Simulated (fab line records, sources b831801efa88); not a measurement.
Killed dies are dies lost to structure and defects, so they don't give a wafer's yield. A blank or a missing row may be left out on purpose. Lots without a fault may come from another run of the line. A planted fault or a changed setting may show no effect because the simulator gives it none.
Split-lot experiment | flow sky130 | 5 lots, 23 wafers read, on a route of 708 steps

THE SPLIT
At SKY_POLY_CUT_COAT_02 (resist thk 60 nm), the setting resist_thk_nm was moved away from the recipe's 60 nm on 7 of the 23 wafers read, by +2.7% to +4.5%. The other wafers ran this setting at the recipe's value.

The file shows no step between the split and the reading.

THE READING
oes_product_au, in a.u., at SKY_POLY_CUT_ETCH_10 (etches BARC in N2/H2, stops on SiO2, time 45.9 s, target depth 60 nm). Fault-free wafers of this fab line usually give 0.854 a.u., standard deviation 0.0049 a.u..

wafer  | tool, chamber at the split | resist_thk_nm as run, nm | against the recipe | oes_product_au, a.u. | against lot-mates on the recipe
L075.1 | litho_track-01, 0          | 60                       | recipe             | 0.864                | -
L075.2 | litho_track-01, 0          | 60                       | recipe             | 0.851                | -
L075.4 | litho_track-01, 0          | 61.61                    | +2.7%              | 0.874                | +0.015
L075.5 | litho_track-01, 0          | 61.61                    | +2.7%              | 0.880                | +0.021
L075.6 | litho_track-01, 0          | 60                       | recipe             | 0.862                | -
L076.2 | litho_track-04, 0          | 60                       | recipe             | 0.857                | -
L076.5 | litho_track-04, 0          | 60                       | recipe             | 0.854                | -
L076.6 | litho_track-04, 0          | 60                       | recipe             | 0.844                | -
L081.1 | litho_track-02, 0          | 61.82                    | +3.0%              | 0.874                | +0.018
L081.2 | litho_track-02, 0          | 60                       | recipe             | 0.854                | -
L081.3 | litho_track-02, 0          | 60                       | recipe             | 0.851                | -
L081.4 | litho_track-02, 0          | 60                       | recipe             | 0.862                | -
L081.5 | litho_track-02, 0          | 61.82                    | +3.0%              | 0.865                | +0.009
L083.1 | litho_track-01, 0          | 62.68                    | +4.5%              | 0.874                | +0.019
L083.2 | litho_track-01, 0          | 62.68                    | +4.5%              | 0.881                | +0.026
L083.3 | litho_track-01, 0          | 62.68                    | +4.5%              | 0.876                | +0.021
L083.4 | litho_track-01, 0          | 60                       | recipe             | 0.855                | -
L083.6 | litho_track-01, 0          | 60                       | recipe             | 0.854                | -
L085.1 | litho_track-01, 0          | 60                       | recipe             | 0.858                | -
L085.3 | litho_track-01, 0          | 60                       | recipe             | 0.846                | -
L085.4 | litho_track-01, 0          | 60                       | recipe             | 0.856                | -
L085.5 | litho_track-01, 0          | 60                       | recipe             | 0.850                | -
L085.6 | litho_track-01, 0          | 60                       | recipe             | 0.856                | -

THE FIT
A straight line over all 23 wafers: oes_product_au changes by +0.00543 a.u. for each +1% of resist_thk_nm; r = +0.86; the points scatter about the line by 0.0057 a.u..
The same after taking each lot's own level away (the mean of its wafers on the recipe; 23 wafers): +0.00517 a.u. for each +1%; r = +0.89; scatter 0.0048 a.u..
On that fit, the largest move of resist_thk_nm shifts the reading by 0.023 a.u..
The lots' own levels span 0.8517 to 0.8590 a.u., that is 1.5 times the standard deviation above.
So the lot-to-lot level changes the slope little: the two slopes agree.
Check: with one of the wafers moved furthest among these (+4.5%) left out of the fit, the line predicts +0.0242 a.u. for it against its lot-mates. It came out at +0.0195 a.u. against them.

THE FILE'S OWN FIT
oes_product_au changes by +0.00531 a.u. for each +1% of resist_thk_nm, r = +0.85.
